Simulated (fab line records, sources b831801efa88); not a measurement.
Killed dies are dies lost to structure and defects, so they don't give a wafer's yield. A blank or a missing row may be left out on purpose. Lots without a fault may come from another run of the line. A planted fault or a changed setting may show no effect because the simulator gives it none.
A struck lot beside a sound one | flow sky130 | 44 steps out of a route of 708
Sound: wafers L409.1, L409.3, L409.4. Struck: wafers L410.1, L410.2, L410.4. The cause comes at the end.
At each step with rows: each side's tool, then ch and its chambers, then its first start. Under that, the readings that differ: sound wafers | struck wafers | difference of the means | sigmas: that difference in standard deviations of wafers without a fault.
alike: readings whose means differ by less than 2 such deviations, and words and numbers that are the same on both sides. not compared: withheld readings, readings that some wafer has no value for, bounds like >300 that may hide the same value, and numbers for which the record gives no deviation and whose values overlap.
The two part at a step that has a row with sigmas, a row that says differs or no value, or rows on one side only. Numbers that don't overlap but have no deviation are shown without sigmas and don't part them. A reading that every wafer of one side lacks parts them only if that side has two wafers or more.

first, 2 steps without rows for these wafers: SKY_DNWELL_DEVELOP_06 (develop time 60 s); SKY_DNWELL_IMPLANT_07.
SKY_DNWELL_STRIP_08: strips in O2/N2.
  sound on plasma_asher-04 ch 0,1, day 3 23:37; struck on plasma_asher-04 ch 0,1, day 4 05:58
  alike: drypump_motor_current_A, oes_product_au, strip_time_to_endpoint_s
  not compared: rf_hours_counter_h
SKY_DNWELL_TW_MEAS_09:
  sound on film_metro-04, day 3 23:43; struck on film_metro-02, day 4 06:04
  reading   | sound          | struck         | difference | sigmas
  DNWELL_TW | 1116 1126 1125 | 1105 1102 1109 | -17        | -2
then, 7 steps without rows for these wafers: SKY_PWDE_DEHYDRATE_00 (time 60 s); SKY_PWDE_HMDS_01 (prime time 60 s); SKY_PWDE_COAT_02 (resist thk 3000 nm); SKY_PWDE_SOFTBAKE_03; SKY_PWDE_EXPOSE_04 (exposes mask PWDEM, target cd 840 nm); SKY_PWDE_PEB_05; SKY_PWDE_DEVELOP_06 (develop time 60 s).
SKY_PWDE_OVL_MEAS_07:
  sound on overlay-02, day 4 17:00; struck on overlay-01, day 4 23:19
  alike: PWDE_OVL
SKY_PWDE_IMPLANT_08:
  sound on implanter-04 ch 0, day 4 17:02; struck on implanter-03 ch 0, day 4 23:21
  reading            | sound                         | struck                        | difference | sigmas
  dose_ions_cm2      | 3.601e+12 3.598e+12 3.595e+12 | 5.625e+12 5.623e+12 5.627e+12 | +2.027e+12 | +99 or more
  faraday_current_uA | 20.6 20.2 20.3                | 32.3 31.5 30.6                | +11.1      | +28
  alike: end_station_pressure_torr
SKY_PWDE_STRIP_09: strips in O2/N2.
  sound on plasma_asher-01 ch 0,1, day 4 17:11; struck on plasma_asher-01 ch 0,1, day 4 23:30
  reading               | sound             | struck            | difference | sigmas
  oes_product_au (a.u.) | 0.715 0.716 0.724 | 0.724 0.731 0.730 | +0.010     | +2
  alike: drypump_motor_current_A, strip_time_to_endpoint_s
  not compared: rf_hours_counter_h
SKY_PWDE_TW_MEAS_10:
  sound on film_metro-02, day 4 17:17; struck on film_metro-04, day 4 23:36
  reading | sound             | struck            | difference | sigmas
  PWDE_TW | 371.8 369.8 369.6 | 427.7 425.9 426.1 | +56.2      | +30
then, 7 steps without rows for these wafers: SKY_NWELL_DEHYDRATE_03 (time 60 s); SKY_NWELL_HMDS_04 (prime time 60 s); SKY_NWELL_COAT_05 (resist thk 3000 nm); SKY_NWELL_SOFTBAKE_06; SKY_NWELL_EXPOSE_07 (exposes mask NWM, target cd 840 nm); SKY_NWELL_PEB_08; SKY_NWELL_DEVELOP_09 (develop time 60 s).
SKY_NWELL_OVL_MEAS_10:
  sound on overlay-02, day 5 10:24; struck on overlay-01, day 5 16:52
  alike: NWELL_00_OVL
then, 3 steps without rows for these wafers: SKY_NWELL_IMPLANT_11; SKY_NWELL_IMPLANT_12; SKY_NWELL_IMPLANT_13.
SKY_NWELL_STRIP_14: strips in O2/N2.
  sound on plasma_asher-02 ch 0,1, day 5 10:53; struck on plasma_asher-04 ch 0,1, day 5 17:22
  alike: drypump_motor_current_A, oes_product_au, strip_time_to_endpoint_s
  not compared: rf_hours_counter_h
SKY_NWELL_TW_MEAS_15:
  sound on film_metro-02, day 5 10:59; struck on film_metro-04, day 5 17:28
  alike: NWELL_TW
then, 7 steps without rows for these wafers: SKY_NWELL_DEHYDRATE_16 (time 60 s); SKY_NWELL_HMDS_17 (prime time 60 s); SKY_NWELL_COAT_18 (resist thk 3000 nm); SKY_NWELL_SOFTBAKE_19; SKY_NWELL_EXPOSE_20 (exposes mask NWM COMPLEMENT, target cd 840 nm); SKY_NWELL_PEB_21; SKY_NWELL_DEVELOP_22 (develop time 60 s).
SKY_NWELL_OVL_MEAS_23:
  sound on overlay-02, day 6 04:58; struck on overlay-02, day 6 11:39
  alike: NWELL_01_OVL
then, 1 step without rows for these wafers: SKY_NWELL_IMPLANT_24.
SKY_NWELL_STRIP_25: strips in O2/N2.
  sound on plasma_asher-02 ch 0,1, day 6 05:10; struck on plasma_asher-04 ch 0,1, day 6 11:50
  alike: drypump_motor_current_A, oes_product_au, strip_time_to_endpoint_s
  not compared: rf_hours_counter_h
SKY_NWELL_TW_MEAS_26:
  sound on film_metro-02, day 6 05:16; struck on film_metro-02, day 6 11:56
  alike: NWELL_2_TW
then, 1 step without rows for these wafers: SKY_NWELL_CLEAN_27 (cleans in SC1/SC2, time 150 s).
SKY_NWELL_RTA_28: time 30 s.
  sound on rtp_anneal-02 ch 0, day 6 05:22; struck on rtp_anneal-02 ch 0, day 6 12:02
  alike: anneal_temp_c_max, lamp_power_pct, wafer_temp_C_max
SKY_NWELL_RS_MEAS_29: measures by four-point-probe.
  sound on film_metro-03, day 6 05:28; struck on film_metro-03, day 6 12:08
  alike: NWELL_RS
SKY_NWELL_RS_MEAS_31: measures by four-point-probe.
  sound on film_metro-03, day 6 05:43; struck on film_metro-03, day 6 12:23
  reading          | sound          | struck         | difference | sigmas
  PWDE_RS (ohm/sq) | 5271 5256 5299 | 3740 3750 3741 | -1532      | -96
-- the record jumps here: 41 days lie between the struck wafers' starts before and after (it left off in module NWELL and takes up again in module PAD_OPEN, whose first step shown is number 708 of the route) --
SKY_PAD_OPEN_PROBE_99:
  sound on prober-01, day 46 18:28; struck on prober-02, day 47 03:04
  reading                                   | sound                         | struck         | difference | sigmas
  model.etest.res_p_drift_20v.line_ohm_um   | 1.121e+04 1.077e+04 1.081e+04 | 7572 7835 7614 | -3256      |
  model.etest.res_p_drift_20v.rs_ohm_sq     | 9260 8983 9129                | 6345 6467 6462 | -2699      |
  model.etest.res_pwde_under_gate.rs_ohm_sq | 6290 6298 6352                | 4137 4152 4175 | -2159      |
  alike: killed_at_M0_to_M3, killed_at_M4_up, killed_at_contacts, killed_at_front_end, killed_at_other, killed_dies, killed_open, killed_short

WHERE THEY PART
First at SKY_DNWELL_TW_MEAS_09; last, within this record, at SKY_NWELL_RS_MEAS_31. Later steps at which nothing parts them and some readings are alike: SKY_PAD_OPEN_PROBE_99.

WHY: what the simulator had put in
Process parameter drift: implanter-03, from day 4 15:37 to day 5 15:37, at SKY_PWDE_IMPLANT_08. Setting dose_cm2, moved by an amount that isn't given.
